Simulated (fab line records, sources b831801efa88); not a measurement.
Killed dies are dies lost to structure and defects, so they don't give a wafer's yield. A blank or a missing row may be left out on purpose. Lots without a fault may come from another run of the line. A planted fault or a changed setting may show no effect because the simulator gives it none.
fab line records | flow sky130
record lots=10 wafers=30 last_day=50
route steps=708 shown VIA2@520 CAPM@539 PAD_OPEN@708
lots that met no fault: from a run of the same line without faults
start_h: hours from the record's first day to the start of the lot's first wafer shown | wait_h: hours since the lot's step before | " the same as in the row above | L1.1+2: a row that stands for several wafers | - no value, or no start given | * or withheld: withheld | < > ~ a bound
route shown NAME@n: a module of which the file shows steps, and the number in the route of the first | usual: mean/standard deviation of fault-free wafers | same: alike in all rows | chamber/n: place in a boat | sites: the reading at each site | _std_site: their standard deviation | _edge_site: outer sites' mean less inner sites' | radius_mm: how far each site lies from the wafer's centre | mask NAME#n: copy n | behind: the tool/chamber that last shaped the wafer | hold: why the lot was held/for how many hours/how that ended | device: the transistor (n, p or np) that didn't switch | end of line: the same wafers' tests at the end of the route | a step without rows: its recipe alone | killed: dies lost to structure and defects at the first sort, not the wafer's yield | map: a wafer's dies, x killed, . not, _ none there
set.NAME: the setting as run; set.NAME@STEP: as run at that earlier step | model.NAME: the simulator's own value behind a step, which no gauge read
steps of the route over a sample of lots; a table a step, a row a wafer
services: from which hour (start_h, from the record's first day; less than 0 if before it) a tool's chamber was out of use, for how many hours, and why
## steps
# step SKY_VIA2_OVL_MEAS_13
# usual VIA2_OVL=-2/4.6
# columns lot.wafer tool chamber start_h wait_h VIA2_OVL[nm]
L414.1 overlay-01 - 845.18 0.1 0
L414.4 " - " " -11
L414.5 " - " " 1
L416.1 overlay-01 - 857.63 0.1 3
L416.5 " - " " 7
L416.6 " - " " -1
L417.2 overlay-01 - 866.93 0.1 -7
L417.3 " - " " -10
L417.4 " - " " -6
L419.2 overlay-01 - 891.78 0.1 0
L419.3 " - " " 5
L419.5 " - " " -2
L420.2 overlay-01 - 899.79 0.1 2
L420.3 " - " " 3
L420.6 " - " " 2
L429.1 overlay-02 - 962.93 0.1 -4
L429.3 " - " " -3
L429.6 " - " " -3
L432.3 overlay-01 - 979.79 0.1 -6
L432.4 " - " " 3
L432.6 " - " " -3
L433.1 overlay-01 - 993.63 0.1 -4
L433.2 " - " " -3
L433.5 " - " " -2
L435.1 overlay-02 - 996.74 0.1 0
L435.3 " - " " -4
L435.5 " - " " 1
L436.2 overlay-02 - 1001.48 0.1 1
L436.3 " - " " 3
L436.6 " - " " -2
# step SKY_VIA2_ETCH_15
# recipe target=SiO2 chemistry=C4F8/O2/Ar target_depth_nm=546 stop_on=TiN mask_material=KrF-thick source_w=1500 bias_w=1200 pressure_mtorr=40 c4f8_flow_sccm=withheld O2_flow_sccm=6 Ar_flow_sccm=300 time_s=84
# usual oes_product_au=0.940/0.0052
# same time_s=84
# columns lot.wafer tool chamber start_h wait_h oes_product_au rf_hours_counter_h
L414.1 rie_diel-04 3 845.25 0.0 0.938 21
L414.4 " 2 " " 0.938 5
L414.5 " 0 " " 0.944 -
L416.1 rie_diel-01 1 857.70 0.0 0.944 7
L416.5 " 0 " " 0.945 -
L416.6 " 3 " " 0.929 -
L417.2 rie_diel-01 1 867.00 0.0 0.933 7
L417.3 " 0 " " 0.946 20
L417.4 " 3 " " 0.947 18
L419.2 rie_diel-01 0 891.85 0.0 0.934 21
L419.3 " 2 " " 0.944 24
L419.5 " 2 " " 0.944 -
L420.2 rie_diel-03 2 899.86 0.0 0.929 29
L420.3 " 1 " " 0.940 27
L420.6 " 2 " " 0.941 -
L429.1 rie_diel-04 3 963.01 0.0 0.936 0
L429.3 " 0 " " 0.934 10
L429.6 " 0 " " 0.941 -
L432.3 rie_diel-03 0 979.86 0.0 0.936 14
L432.4 " 2 " " 0.954 1
L432.6 " 0 " " 0.943 -
L433.1 rie_diel-04 0 993.71 0.0 0.945 11
L433.2 " 3 " " 0.942 1
L433.5 " 0 " " 0.935 -
L435.1 rie_diel-03 2 996.82 0.0 0.939 1
L435.3 " 3 " " 0.932 24
L435.5 " 1 " " 0.942 -
L436.2 rie_diel-01 0 1001.55 0.0 0.944 24
L436.3 " 1 " " 0.940 11
L436.6 " 1 " " 0.939 -
# step SKY_CAPM_SPUTTER_02
# recipe material=TiN target_thk_nm=200 temp_c=300 power_w=6500 time_s=166.7 chamber_pressure_pa=0.4
# usual cathode_dc_power_W=6500.1/1.3 susceptor_temp_C=299.97/0.2 throttle_valve_pct=29.9/0.99
# same time_s=166.7
# columns lot.wafer tool chamber start_h wait_h cathode_dc_power_W susceptor_temp_C throttle_valve_pct
L414.1 pvd_sputter-03 - 847.26 0.1 6501.2 300.04 29.1
L414.4 " - " " 6500.6 300.27 30.5
L414.5 " - " " 6500.2 300.09 29.9
L416.1 pvd_sputter-01 - 859.63 0.1 6501.1 300.16 28.5
L416.5 " - " " 6500.3 299.73 28.8
L416.6 " - " " 6497.8 300.02 28.4
L417.2 pvd_sputter-01 - 868.66 0.0 6499.5 300.04 31.0
L417.3 " - " " 6499.2 300.25 28.4
L417.4 " - " " 6499.9 299.72 28.5
L419.2 pvd_sputter-01 - 893.56 0.0 7881.6 299.86 28.4
L419.3 " - " " 7880.8 300.29 31.3
L419.5 " - " " 7878.5 300.08 30.4
L420.2 pvd_sputter-01 - 901.43 0.0 7880.6 300.09 28.5
L420.3 " - " " 7881.8 300.00 30.5
L420.6 " - " " 7882.0 300.02 31.2
L429.1 pvd_sputter-01 - 964.58 0.1 6501.6 300.30 30.4
L429.3 " - " " 6499.3 300.08 31.2
L429.6 " - " " 6498.8 299.78 28.6
L432.3 pvd_sputter-02 - 981.42 0.0 6500.4 299.96 29.9
L432.4 " - " " 6498.9 299.92 30.5
L432.6 " - " " 6497.9 300.08 31.3
L433.1 pvd_sputter-01 - 995.27 0.1 6499.1 299.83 30.5
L433.2 " - " " 6498.8 300.15 31.0
L433.5 " - " " 6499.9 300.07 30.1
L435.1 pvd_sputter-01 - 998.49 0.1 6500.5 300.15 28.2
L435.3 " - " " 6502.8 299.81 30.3
L435.5 " - " " 6499.9 300.05 28.4
L436.2 pvd_sputter-01 - 1003.12 0.0 6501.3 300.00 28.6
L436.3 " - " " 6501.1 300.02 30.5
L436.6 " - " " 6497.7 299.60 31.0
# step SKY_CAPM_RS_MEAS_03
# recipe thk_meas_gauge=four-point-probe reads=TiN_of_CAPM_SPUTTER_02
# usual CAPM_TIN_RS=6.87/0.07
# columns lot.wafer tool chamber start_h wait_h CAPM_TIN_RS[ohm/sq]
L414.1 film_metro-03 - 847.37 0.1 6.93
L414.4 " - " " 6.99
L414.5 " - " " 7.02
L416.1 film_metro-02 - 859.74 0.1 6.81
L416.5 " - " " 6.84
L416.6 " - " " 6.80
L417.2 film_metro-04 - 868.79 0.1 6.73
L417.3 " - " " 6.74
L417.4 " - " " 6.76
L419.2 film_metro-04 - 893.70 0.1 5.61
L419.3 " - " " 5.61
L419.5 " - " " 5.62
L420.2 film_metro-04 - 901.56 0.1 5.60
L420.3 " - " " 5.64
L420.6 " - " " 5.57
L429.1 film_metro-04 - 964.69 0.1 6.88
L429.3 " - " " 6.94
L429.6 " - " " 6.92
L432.3 film_metro-02 - 981.57 0.1 6.89
L432.4 " - " " 6.82
L432.6 " - " " 6.91
L433.1 film_metro-02 - 995.38 0.1 6.88
L433.2 " - " " 6.85
L433.5 " - " " 6.86
L435.1 film_metro-04 - 998.60 0.1 6.88
L435.3 " - " " 6.80
L435.5 " - " " 6.88
L436.2 film_metro-04 - 1003.25 0.1 6.93
L436.3 " - " " 6.93
L436.6 " - " " 6.90
# step SKY_CAPM_THK_MEAS_04
# recipe thk_meas_gauge=xrf reads=TiN_of_CAPM_SPUTTER_02
# usual CAPM_TIN_THK=201.4/2.3
# columns lot.wafer tool chamber start_h wait_h CAPM_TIN_THK[nm]
L414.1 film_metro-03 - 847.49 0.1 199.1
L414.4 " - " " 196.6
L414.5 " - " " 196.6
L416.1 film_metro-02 - 859.86 0.1 204.5
L416.5 " - " " 203.1
L416.6 " - " " 204.2
L417.2 film_metro-04 - 868.90 0.1 207.6
L417.3 " - " " 206.7
L417.4 " - " " 206.3
L419.2 film_metro-04 - 893.81 0.1 244.6
L419.3 " - " " 243.4
L419.5 " - " " 243.9
L420.2 film_metro-04 - 901.67 0.1 244.4
L420.3 " - " " 243.2
L420.6 " - " " 245.9
L429.1 film_metro-04 - 964.81 0.1 200.7
L429.3 " - " " 199.6
L429.6 " - " " 200.6
L432.3 film_metro-02 - 981.67 0.1 201.8
L432.4 " - " " 204.0
L432.6 " - " " 199.9
L433.1 film_metro-02 - 995.50 0.1 201.1
L433.2 " - " " 201.0
L433.5 " - " " 201.1
L435.1 film_metro-04 - 998.72 0.1 201.7
L435.3 " - " " 203.8
L435.5 " - " " 201.1
L436.2 film_metro-04 - 1003.36 0.1 200.6
L436.3 " - " " 200.1
L436.6 " - " " 200.7
# step SKY_CAPM_METAL_ETCH_13
# recipe target_depth_nm=220 stop_on=SiO2 chemistry=Cl2/BCl3 target=TiN pressure_mtorr=10 icp_w=900 bias_w=48.5 Cl2_flow_sccm=60 bcl3_flow_sccm=30 time_s=62.9
# usual drypump_motor_current_A=6.02/0.21 oes_product_au=0.944/0.0073 throttle_valve_pct=21.900/0.0096
# same time_s=62.9
# columns lot.wafer tool chamber start_h wait_h drypump_motor_current_A oes_product_au rf_hours_counter_h throttle_valve_pct
L414.1 rie_metal-04 1 873.05 0.0 6.21 0.935 10 21.898
L414.4 " 0 " " 5.95 0.936 - 21.899
L414.5 " 0 " " 5.96 0.933 - 21.917
L416.1 rie_metal-01 1 885.82 0.0 6.17 0.950 12 21.893
L416.5 " 1 " " 6.17 0.938 - 21.898
L416.6 " 0 " " 5.45 0.951 - 21.908
L417.2 rie_metal-04 1 894.82 0.0 6.18 0.958 10 21.890
L417.3 " 0 " " 5.97 0.957 - 21.884
L417.4 " 1 " " 6.19 0.963 - 21.888
L419.2 rie_metal-03 0 919.17 0.0 6.03 0.975 16 21.871
L419.3 " 0 " " 6.06 0.988 - 21.878
L419.5 " 1 " " 5.98 1.001 - 21.852
L420.2 rie_metal-03 0 925.74 0.0 6.06 0.979 16 21.886
L420.3 " 1 " " 5.98 0.992 - 21.875
L420.6 " 0 " " 6.04 0.989 - 21.871
L429.1 rie_metal-03 1 988.34 0.0 5.97 0.936 16 21.886
L429.3 " 1 " " 5.96 0.940 - 21.918
L429.6 " 0 " " 6.03 0.940 - 21.905
L432.3 rie_metal-01 1 1004.77 0.0 6.19 0.940 - 21.903
L432.4 " 0 " " 5.46 0.941 - 21.884
L432.6 " 1 " " 6.16 0.946 - 21.899
L433.1 rie_metal-03 0 1018.29 0.0 6.04 0.947 20 21.909
L433.2 " 1 " " 5.92 0.953 18 21.905
L433.5 " 1 " " 5.93 0.944 - 21.899
L435.1 rie_metal-01 0 1021.45 0.0 5.50 0.947 20 21.901
L435.3 " 1 " " 6.20 0.955 - 21.879
L435.5 " 1 " " 6.14 0.944 - 21.900
L436.2 rie_metal-04 1 1025.34 0.0 6.18 0.937 17 21.889
L436.3 " 1 " " 6.21 0.945 - 21.902
L436.6 " 0 " " 5.97 0.938 - 21.890
# step SKY_CAPM_STRIP_14
# recipe chemistry=O2/N2 power_w=1400 pressure_mtorr=1500 platen_temp_c=withheld o2_flow_sccm=3000 n2_flow_sccm=300 overash_fraction=0.5
# usual drypump_motor_current_A=6.2/0.46 n2_flow_sccm=300.0/0.86 oes_product_au=0.710/0.0048 strip_time_to_endpoint_s=12.68/0.042
# same overash_fraction=0.5
# columns lot.wafer tool chamber start_h wait_h drypump_motor_current_A n2_flow_sccm oes_product_au rf_hours_counter_h strip_time_to_endpoint_s
L414.1 plasma_asher-04 0 873.12 0.1 5.6 298.6 0.714 74 12.65
L414.4 " 0 " " 5.6 298.0 0.711 - 12.61
L414.5 " 0 " " 5.6 299.8 0.711 - 12.61
L416.1 plasma_asher-04 1 885.90 0.1 6.0 300.5 0.709 75 12.68
L416.5 " 0 " " 5.6 300.6 0.704 - 12.69
L416.6 " 1 " " 6.0 299.5 0.715 - 12.66
L417.2 plasma_asher-04 0 894.90 0.1 5.5 299.9 0.718 76 12.66
L417.3 " 0 " " 5.5 300.7 0.715 - 12.64
L417.4 " 1 " " 6.0 300.0 0.703 - 12.67
L419.2 plasma_asher-02 1 919.25 0.1 6.4 299.4 0.712 19 12.77
L419.3 " 0 " " 6.6 299.0 0.715 - 12.70
L419.5 " 0 " " 6.6 299.1 0.709 - 12.67
L420.2 plasma_asher-02 0 925.82 0.1 6.6 300.3 0.718 19 12.66
L420.3 " 1 " " 6.4 300.5 0.714 - 12.64
L420.6 " 0 " " 6.6 300.3 0.717 - 12.62
L429.1 plasma_asher-01 1 988.42 0.1 6.6 301.9 0.709 115 12.66
L429.3 " 1 " " 6.6 301.2 0.719 - 12.65
L429.6 " 0 " " 5.4 299.8 0.710 - 12.61
L432.3 plasma_asher-04 1 1004.85 0.1 6.0 297.5 0.705 - 12.70
L432.4 " 0 " " 5.6 300.3 0.714 - 12.66
L432.6 " 0 " " 5.5 298.8 0.709 - 12.69
L433.1 plasma_asher-02 0 1018.37 0.1 6.6 299.9 0.709 29 12.71
L433.2 " 1 " " 6.5 300.8 0.709 29 12.73
L433.5 " 0 " " 6.6 299.9 0.713 - 12.71
L435.1 plasma_asher-02 1 1021.52 0.1 6.4 301.8 0.713 29 12.58
L435.3 " 1 " " 6.4 299.1 0.709 - 12.60
L435.5 " 1 " " 6.5 300.7 0.712 - 12.63
L436.2 plasma_asher-04 1 1025.42 0.1 6.0 300.2 0.713 88 12.66
L436.3 " 1 " " 6.0 300.5 0.714 - 12.64
L436.6 " 1 " " 6.0 300.6 0.713 - 12.67
# step SKY_PAD_OPEN_PROBE_99
# usual defect_limited_yield=82.8/1.9 killed_at_M0_to_M3=42/6.9 killed_at_M4_up=3.2/1.7 killed_at_contacts=23/5.5 killed_at_front_end=16/4 killed_at_other=0.4/0.55 killed_dies=85/9.2 killed_open=46/6.8 killed_short=38/6.2
# same gross_dies=492 killed_at_back_side=0
# columns lot.wafer tool chamber start_h wait_h defect_limited_yield[%] killed_at_M0_to_M3 killed_at_M4_up killed_at_contacts killed_at_front_end killed_at_other killed_dies killed_open killed_short
L414.1 prober-02 - 1071.28 0.1 85.6 33 6 19 13 0 71 35 36
L414.4 prober-02 - 1071.43 0.2 85.4 36 2 27 7 0 72 40 32
L414.5 prober-02 - 1071.48 0.2 83.3 37 3 28 14 0 82 49 33
L416.1 prober-02 - 1083.38 0.1 87.2 34 2 18 9 0 63 32 31
L416.5 prober-02 - 1083.58 0.2 81.3 44 4 25 18 1 92 46 45
L416.6 prober-02 - 1083.63 0.2 85.8 30 3 19 16 2 70 36 34
L417.2 prober-01 - 1091.01 0.1 83.5 42 3 18 18 0 81 44 36
L417.3 prober-01 - 1091.06 0.2 82.7 45 3 22 15 0 85 45 38
L417.4 prober-01 - 1091.11 0.2 84.1 40 3 18 17 0 78 42 36
L419.2 prober-01 - 1112.23 0.1 82.5 40 4 28 13 1 86 39 46
L419.3 prober-01 - 1112.28 0.2 84.3 33 3 20 21 0 77 46 31
L419.5 prober-01 - 1112.38 0.2 81.5 39 7 27 17 1 91 47 43
L420.2 prober-02 - 1113.23 0.1 83.5 43 1 15 21 1 81 42 38
L420.3 prober-02 - 1113.28 0.2 81.1 43 2 27 21 0 93 42 50
L420.6 prober-02 - 1113.43 0.2 82.7 35 3 25 21 1 85 53 32
L429.1 prober-01 - 1163.31 0.1 83.9 36 5 17 21 0 79 40 39
L429.3 prober-01 - 1163.41 0.2 85.6 31 5 20 15 0 71 41 30
L429.6 prober-01 - 1163.56 0.2 82.7 34 6 22 22 1 85 42 43
L432.3 prober-02 - 1176.58 0.2 81.7 38 3 32 17 0 90 51 38
L432.4 prober-02 - 1176.63 0.2 81.9 46 2 26 15 0 89 49 40
L432.6 prober-02 - 1176.73 0.2 83.7 47 3 18 12 0 80 54 26
L433.1 prober-01 - 1187.13 0.1 81.7 39 2 34 15 0 90 45 45
L433.2 prober-01 - 1187.18 0.1 83.7 47 5 14 14 0 80 35 45
L433.5 prober-01 - 1187.33 0.2 80.7 59 4 16 16 0 95 59 36
L435.1 prober-01 - 1190.13 0.1 86.0 37 4 19 9 0 69 42 27
L435.3 prober-01 - 1190.23 0.2 82.5 43 1 22 20 0 86 43 43
L435.5 prober-01 - 1190.33 0.2 82.5 45 6 18 16 1 86 54 31
L436.2 prober-02 - 1191.93 0.1 81.9 43 7 24 14 1 89 50 39
L436.3 prober-02 - 1191.98 0.2 82.3 42 2 21 21 1 87 47 40
L436.6 prober-02 - 1192.13 0.2 86.6 28 1 20 15 2 66 36 30
# killed by level:class
L414.1 VIA1:geometric_particle:open=10 CONTACT:geometric_particle:open=7 METAL4:geometric_particle:short=6 VIA3:geometric_particle:open=4 FIELD_ISO:geometric_particle:open=3 VIA2:geometric_particle:short=3 POLY_GATE:geometric_particle:short=3 LI_CONTACT:geometric_particle:open=3
L414.4 CONTACT:geometric_particle:open=9 VIA1:geometric_particle:open=8 LI_CONTACT:geometric_particle:open=6 METAL2:geometric_particle:short=6 VIA3:geometric_particle:open=6 METAL1:geometric_particle:short=5 LOCAL_INTERCONNECT:geometric_particle:short=5 VIA2:geometric_particle:open=5
L414.5 LI_CONTACT:geometric_particle:open=9 VIA2:geometric_particle:open=9 VIA3:geometric_particle:open=9 LOCAL_INTERCONNECT:geometric_particle:short=7 CONTACT:geometric_particle:open=6 VIA1:geometric_particle:open=6 POLY_GATE:geometric_particle:short=4 VIA1:geometric_particle:short=4
L416.1 CONTACT:geometric_particle:open=9 VIA2:geometric_particle:open=7 VIA1:geometric_particle:open=5 LOCAL_INTERCONNECT:geometric_particle:short=4 METAL2:geometric_particle:short=4 VIA3:geometric_particle:open=4 FIELD_ISO:geometric_particle:short=3 CONTACT:geometric_particle:short=3
L416.5 LI_CONTACT:geometric_particle:open=9 VIA1:geometric_particle:open=8 METAL1:geometric_particle:short=7 CONTACT:geometric_particle:open=6 VIA2:geometric_particle:open=6 VIA1:geometric_particle:short=5 METAL2:geometric_particle:short=5 VIA3:geometric_particle:open=5
L416.6 CONTACT:geometric_particle:open=8 VIA1:geometric_particle:open=6 LI_CONTACT:geometric_particle:open=5 VIA2:geometric_particle:open=5 FIELD_ISO:geometric_particle:short=4 POLY_GATE:geometric_particle:short=4 METAL1:geometric_particle:short=4 METAL3:geometric_particle:short=4
L417.2 CONTACT:geometric_particle:open=10 VIA1:geometric_particle:open=7 VIA2:geometric_particle:open=7 VIA3:geometric_particle:open=7 METAL2:geometric_particle:short=5 FIELD_ISO:geometric_particle:short=4 POLY_GATE:geometric_particle:short=4 METAL1:geometric_particle:short=4
L417.3 CONTACT:geometric_particle:open=8 VIA2:geometric_particle:open=8 LI_CONTACT:geometric_particle:open=6 VIA1:geometric_particle:short=6 VIA1:geometric_particle:open=6 VIA3:geometric_particle:open=6 CONTACT:geometric_particle:short=5 FIELD_ISO:geometric_particle:open=4
L417.4 VIA1:geometric_particle:open=11 VIA1:geometric_particle:short=7 FIELD_ISO:geometric_particle:short=6 CONTACT:geometric_particle:open=6 LI_CONTACT:geometric_particle:open=5 VIA2:geometric_particle:open=5 METAL2:geometric_particle:short=5 POLY_GATE:geometric_particle:open=4
L419.2 LI_CONTACT:geometric_particle:open=10 CONTACT:geometric_particle:short=9 CONTACT:geometric_particle:open=8 VIA2:geometric_particle:short=7 METAL1:geometric_particle:short=6 VIA2:geometric_particle:open=6 POLY_GATE:geometric_particle:short=5 VIA1:geometric_particle:short=5
L419.3 VIA1:geometric_particle:open=10 LI_CONTACT:geometric_particle:open=9 CONTACT:geometric_particle:open=7 POLY_GATE:geometric_particle:short=6 METAL2:geometric_particle:short=6 POLY_GATE:geometric_particle:open=5 VIA2:geometric_particle:open=5 FIELD_ISO:geometric_particle:short=4
L419.5 LI_CONTACT:geometric_particle:open=7 VIA3:geometric_particle:open=7 METAL1:geometric_particle:short=6 CONTACT:geometric_particle:open=6 VIA1:geometric_particle:open=6 METAL2:geometric_particle:short=6 FIELD_ISO:geometric_particle:open=5 LI_CONTACT:geometric_particle:short=5
L420.2 VIA2:geometric_particle:open=10 FIELD_ISO:geometric_particle:open=7 CONTACT:geometric_particle:open=7 VIA1:geometric_particle:open=7 METAL1:geometric_particle:short=7 FIELD_ISO:geometric_particle:short=6 VIA1:geometric_particle:short=5 METAL2:geometric_particle:short=4
L420.3 METAL1:geometric_particle:short=8 POLY_GATE:geometric_particle:short=7 LI_CONTACT:geometric_particle:open=7 VIA2:geometric_particle:open=7 VIA1:geometric_particle:open=7 VIA3:geometric_particle:short=7 LOCAL_INTERCONNECT:geometric_particle:short=6 CONTACT:geometric_particle:open=6
L420.6 CONTACT:geometric_particle:open=13 FIELD_ISO:geometric_particle:short=7 LI_CONTACT:geometric_particle:open=6 FIELD_ISO:geometric_particle:open=5 VIA1:geometric_particle:open=5 VIA3:geometric_particle:open=5 POLY_GATE:geometric_particle:short=4 VIA1:geometric_particle:short=4
L429.1 METAL2:geometric_particle:short=8 FIELD_ISO:geometric_particle:short=7 VIA3:geometric_particle:open=7 VIA2:geometric_particle:open=7 VIA1:geometric_particle:open=7 CONTACT:geometric_particle:open=6 CONTACT:geometric_particle:short=5 POLY_GATE:geometric_particle:open=4
L429.3 LI_CONTACT:geometric_particle:open=8 VIA2:geometric_particle:open=6 VIA3:geometric_particle:short=6 FIELD_ISO:geometric_particle:open=5 POLY_GATE:geometric_particle:open=5 CONTACT:geometric_particle:open=5 VIA3:geometric_particle:open=5 LOCAL_INTERCONNECT:geometric_particle:short=4
L429.6 FIELD_ISO:geometric_particle:open=8 CONTACT:geometric_particle:open=6 METAL2:geometric_particle:short=6 FIELD_ISO:geometric_particle:short=5 LI_CONTACT:geometric_particle:open=5 CONTACT:geometric_particle:short=5 POLY_GATE:geometric_particle:open=4 METAL1:geometric_particle:short=4
L432.3 VIA1:geometric_particle:open=12 CONTACT:geometric_particle:open=12 LI_CONTACT:geometric_particle:open=5 CONTACT:geometric_particle:short=5 VIA2:geometric_particle:open=5 FIELD_ISO:geometric_particle:short=4 POLY_GATE:geometric_particle:open=4 LOCAL_INTERCONNECT:geometric_particle:short=4
L432.4 CONTACT:geometric_particle:open=11 VIA1:geometric_particle:open=10 FIELD_ISO:geometric_particle:open=8 VIA3:geometric_particle:open=8 CONTACT:geometric_particle:short=6 VIA1:geometric_particle:short=6 POLY_GATE:geometric_particle:short=5 METAL3:geometric_particle:short=5
L432.6 VIA1:geometric_particle:open=19 CONTACT:geometric_particle:open=8 VIA2:geometric_particle:open=8 FIELD_ISO:geometric_particle:short=7 METAL2:geometric_particle:short=6 LI_CONTACT:geometric_particle:open=5 VIA3:geometric_particle:open=4 METAL1:geometric_particle:short=3
L433.1 LI_CONTACT:geometric_particle:open=12 VIA3:geometric_particle:open=7 LOCAL_INTERCONNECT:geometric_particle:short=7 CONTACT:geometric_particle:open=7 METAL1:geometric_particle:short=7 VIA1:geometric_particle:open=7 FIELD_ISO:geometric_particle:short=6 CONTACT:geometric_particle:short=5
L433.2 METAL1:geometric_particle:short=9 VIA2:geometric_particle:open=8 FIELD_ISO:geometric_particle:open=6 VIA1:geometric_particle:open=6 CONTACT:geometric_particle:short=5 VIA3:geometric_particle:open=5 FIELD_ISO:geometric_particle:short=4 VIA1:geometric_particle:short=4
L433.5 VIA1:geometric_particle:open=15 VIA2:geometric_particle:open=10 VIA3:geometric_particle:open=9 VIA1:geometric_particle:short=7 METAL2:geometric_particle:short=7 CONTACT:geometric_particle:open=6 LI_CONTACT:geometric_particle:open=5 FIELD_ISO:geometric_particle:open=4
L435.1 VIA1:geometric_particle:open=14 CONTACT:geometric_particle:open=6 LOCAL_INTERCONNECT:geometric_particle:short=5 CONTACT:geometric_particle:short=4 METAL1:geometric_particle:short=4 METAL2:geometric_particle:short=4 FIELD_ISO:geometric_particle:open=3 VIA2:geometric_particle:open=3
L435.3 VIA1:geometric_particle:open=15 VIA1:geometric_particle:short=7 METAL2:geometric_particle:short=7 POLY_GATE:geometric_particle:short=6 LI_CONTACT:geometric_particle:open=6 CONTACT:geometric_particle:open=5 FIELD_ISO:geometric_particle:open=4 POLY_GATE:geometric_particle:open=4
L435.5 VIA1:geometric_particle:open=14 VIA2:geometric_particle:open=8 CONTACT:geometric_particle:open=7 LI_CONTACT:geometric_particle:open=6 METAL1:geometric_particle:short=6 VIA3:geometric_particle:open=5 VIA3:geometric_particle:short=4 FIELD_ISO:geometric_particle:open=3
L436.2 VIA1:geometric_particle:open=15 CONTACT:geometric_particle:open=9 LI_CONTACT:geometric_particle:open=8 FIELD_ISO:geometric_particle:short=6 METAL4:geometric_particle:short=6 VIA1:geometric_particle:short=6 VIA2:geometric_particle:open=6 CONTACT:geometric_particle:short=5
L436.3 LI_CONTACT:geometric_particle:open=10 VIA1:geometric_particle:open=7 VIA2:geometric_particle:open=7 VIA3:geometric_particle:short=6 VIA3:geometric_particle:open=6 POLY_CUT:geometric_particle:open=5 CONTACT:geometric_particle:open=5 VIA1:geometric_particle:short=5
L436.6 LI_CONTACT:geometric_particle:open=9 CONTACT:geometric_particle:open=7 VIA1:geometric_particle:open=5 METAL2:geometric_particle:short=5 VIA3:geometric_particle:open=4 FIELD_ISO:geometric_particle:short=3 POLY_CUT:geometric_particle:short=3 CONTACT:geometric_particle:short=3
## services
# columns tool chamber start_h hours kind
rie_diel-04 2 828.72 3.1 repair
rie_diel-01 - 852.33 0.3 repair
rie_metal-01 - 861.80 0.6 repair
pvd_sputter-01 - 866.11 1.0 repair
rie_diel-04 1 867.16 2.7 repair
pvd_sputter-01 - 878.48 3.2 repair
rie_diel-03 - 883.62 0.6 repair
pvd_sputter-01 - 884.99 2.4 repair
rie_diel-04 3 886.88 6.3 repair
rie_diel-03 1 890.81 6.4 repair
rie_diel-01 - 901.04 2.8 pm
rie_diel-04 3 918.26 13.4 repair
rie_metal-04 - 920.24 0.8 repair
rie_diel-04 1 931.60 15.4 repair
plasma_asher-04 - 935.76 2.8 pm
rie_metal-04 0 938.42 8.2 repair
rie_diel-04 0 940.71 10.3 repair
plasma_asher-04 - 941.83 8.4 repair
rie_metal-03 - 947.86 15.6 pm
rie_diel-01 - 955.42 3.6 repair
rie_metal-03 - 972.78 0.2 repair
rie_metal-04 - 984.47 2.4 repair
rie_metal-03 0 1005.12 3.6 repair
plasma_asher-04 - 1017.93 1.2 repair
## key
first_sign step=SKY_CAPM_SPUTTER_02 reading=cathode_dc_power_W direction=up sigmas=99+ usual=6500.1 struck=7880.9
effect step=SKY_CAPM_RS_MEAS_03 reading=CAPM_TIN_RS direction=down sigmas=18 usual=6.87 struck=5.61
effect step=SKY_CAPM_THK_MEAS_04 reading=CAPM_TIN_THK direction=up sigmas=18 usual=201.4 struck=244.2
effect step=SKY_CAPM_METAL_ETCH_13 reading=oes_product_au direction=up sigmas=5.9 usual=0.944 struck=0.988
met_at SKY_CAPM_SPUTTER_02
struck_lots L419,L420
not_acting_at SKY_VIA2_OVL_MEAS_13,SKY_VIA2_ETCH_15,SKY_CAPM_STRIP_14
onset_between 868.66 893.56
fault kind=process_parameter_drift tool=pvd_sputter-01 chamber=- onset_h=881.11 steps=SKY_CAPM_SPUTTER_02 channel=power_w offset=* shape=step end_h=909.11 acts_in=* stated=*
